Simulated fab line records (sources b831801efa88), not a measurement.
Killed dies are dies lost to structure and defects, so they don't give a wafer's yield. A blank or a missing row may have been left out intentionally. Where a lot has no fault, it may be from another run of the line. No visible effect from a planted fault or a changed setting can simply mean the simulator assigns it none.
A lot that was struck, set against a sound lot + flow sfq-line + 15 out of 325 route steps
Sound: wafers L637.2, L637.4, L637.5. Struck: wafer L632.6 (left out: L632.2, L632.5 of the same lot, which were not struck); the cause appears at the end.
Order at every step that has rows: each side's tool, ch and its chambers, its first start. Under that, the readings that differ: sound wafers + struck wafers + difference of the means + sigmas: that difference in standard deviations of wafers without a fault.
alike: same words and numbers on both sides, and readings whose means sit less than 2 such deviations apart. not compared: any withheld reading, any reading some wafer has no value for, any bound like >300 that may hide the same value, and any number with overlapping values for which the record gives no deviation.
The two part at a step that has a row with sigmas, a row that says differs or no value, or rows on one side only. Numbers that don't overlap but have no deviation are shown without sigmas and don't part them. Lack of a reading on every wafer of one side parts them only where that side has two or more wafers.

SFQ_TRILAYER_L0_BARC_OPEN_METAL_ETCH_010: etches BARC in O2, target depth 125 nm, time 41.7 s.
  sound on rie-metal-03 ch 1, day 8 10:56; struck on rie-metal-04 ch 0, day 7 02:04
| reading                      | sound       | struck | difference | sigmas |
|------------------------------|-------------|--------|------------|--------|
| he-backside-leak-sccm (sccm) | 3.5 6.5 3.4 | 3.2    | -1.3       | -3     |
  alike: bias-w, drypump-motor-current-A, oes-product-au, run-length-s
  not compared: rf-hours-counter-h
SFQ_TRILAYER_L0_ETCH_METAL_ETCH_008: etches MoNx KI in SF6/O2, stops on SiO2, target depth 50 nm, time 25 s.
  sound on rie-metal-03 ch 1, day 8 11:00; struck on rie-metal-04 ch 0, day 7 02:07
| reading                      | sound          | struck | difference | sigmas |
|------------------------------|----------------|--------|------------|--------|
| he-backside-leak-sccm (sccm) | 3.27 3.39 3.13 | 4.99   | +1.73      | +8     |
  alike: bias-w, drypump-motor-current-A, oes-product-au, run-length-s
  not compared: rf-hours-counter-h
SFQ_TRILAYER_L0_STRIP_STRIP_009: strips in O2.
  sound on rie-metal-03 ch 1, day 8 11:02; struck on rie-metal-04 ch 0, day 7 02:10
  alike: drypump-motor-current-A, he-backside-leak-sccm, oes-product-au
  not compared: rf-hours-counter-h
then, 1 step without rows for these wafers: SFQ_TRILAYER_L0_STRIP_SOLV_CLEAN_010 (cleans in NMP, time 600 s).
SFQ_TRILAYER_L0_CAP_PECVD_011: deposits SiO2 from SiH4/N2O, time 13.333 s, target thk 60 nm.
  sound on pecvd-03 ch 0,1,2, day 8 11:50; struck on pecvd-03 ch 2, day 7 02:57
  alike: heater-power-w, throttle-valve-pct
then, 6 steps without rows for these wafers: SFQ_TRILAYER_L0_VIA_LITHO_COAT_018 (resist thk 62 nm); SFQ_TRILAYER_L0_VIA_LITHO_COAT_013 (resist thk 650 nm); SFQ_TRILAYER_L0_VIA_LITHO_SOFTBAKE_017; SFQ_TRILAYER_L0_VIA_LITHO_EXPOSE_014 (exposes mask L0V, target cd 700 nm); SFQ_TRILAYER_L0_VIA_LITHO_PEB_016 (peb time 60 s); SFQ_TRILAYER_L0_VIA_LITHO_DEVELOP_015 (time 60 s).
-- the record jumps here: 3 days lie between the struck wafers' starts before and after --
SFQ_L0V_OVL_MEAS_903:
  sound on overlay-02 at day 12 09:56; struck on overlay-01 at day 10 14:37
  alike: L0V_OVL
SFQ_TRILAYER_L0_VIA_BARC_OPEN_VIA_ETCH_021: etches BARC in O2, target depth 125 nm, time 41.7 s.
  sound on rie-diel-03 ch 0,2, day 12 09:58; struck on rie-diel-02 ch 2, day 10 14:39
| reading                                                 | sound             | struck | difference | sigmas |
|---------------------------------------------------------|-------------------|--------|------------|--------|
| oes-product-au (a.u.)                                   | 0.692 0.695 0.685 | 0.655  | -0.036     | -8     |
| run-length-s (s)                                        | 70.3 69.7 69.6    | 74.4   | +4.5       | +10    |
| model.KrF_of_TRILAYER_L0_VIA_LITHO_COAT_013.thk-nm (nm) | 575.6 573.1 575.6 | 569.4  | -5.4       |        |
  alike: bias-w, drypump-motor-current-A
  not compared: rf-hours-counter-h
SFQ_TRILAYER_L0_VIA_ETCH_VIA_ETCH_016: etches SiO2 in CHF3, stops on MoNx KI, target depth 80 nm.
  sound on rie-diel-03 ch 0,2, day 12 10:01; struck on rie-diel-02 ch 2, day 10 14:41
| reading                                                 | sound             | struck | difference | sigmas |
|---------------------------------------------------------|-------------------|--------|------------|--------|
| bias-w (W)                                              | 80.30 80.09 80.17 | 79.73  | -0.46      | -2     |
| oes-product-au (a.u.)                                   | 0.844 0.853 0.853 | 0.835  | -0.015     | -2     |
| model.KrF_of_TRILAYER_L0_VIA_LITHO_COAT_013.thk-nm (nm) | 562.1 559.8 562.1 | 555.5  | -5.8       |        |
  alike: drypump-motor-current-A
SFQ_TRILAYER_L0_VIA_STRIP_STRIP_017: strips in O2.
  sound on rie-metal-03 ch 0, day 12 10:04; struck on rie-metal-03 ch 0, day 10 14:44
  alike: drypump-motor-current-A, he-backside-leak-sccm, oes-product-au
  not compared: rf-hours-counter-h

== WHERE THEY PART ==
At SFQ_TRILAYER_L0_BARC_OPEN_METAL_ETCH_010 first; at SFQ_TRILAYER_L0_VIA_ETCH_VIA_ETCH_016 last (within this record only). Later steps at which nothing parts them and some readings are alike: SFQ_TRILAYER_L0_VIA_STRIP_STRIP_017.

WHY: what the simulator had put in
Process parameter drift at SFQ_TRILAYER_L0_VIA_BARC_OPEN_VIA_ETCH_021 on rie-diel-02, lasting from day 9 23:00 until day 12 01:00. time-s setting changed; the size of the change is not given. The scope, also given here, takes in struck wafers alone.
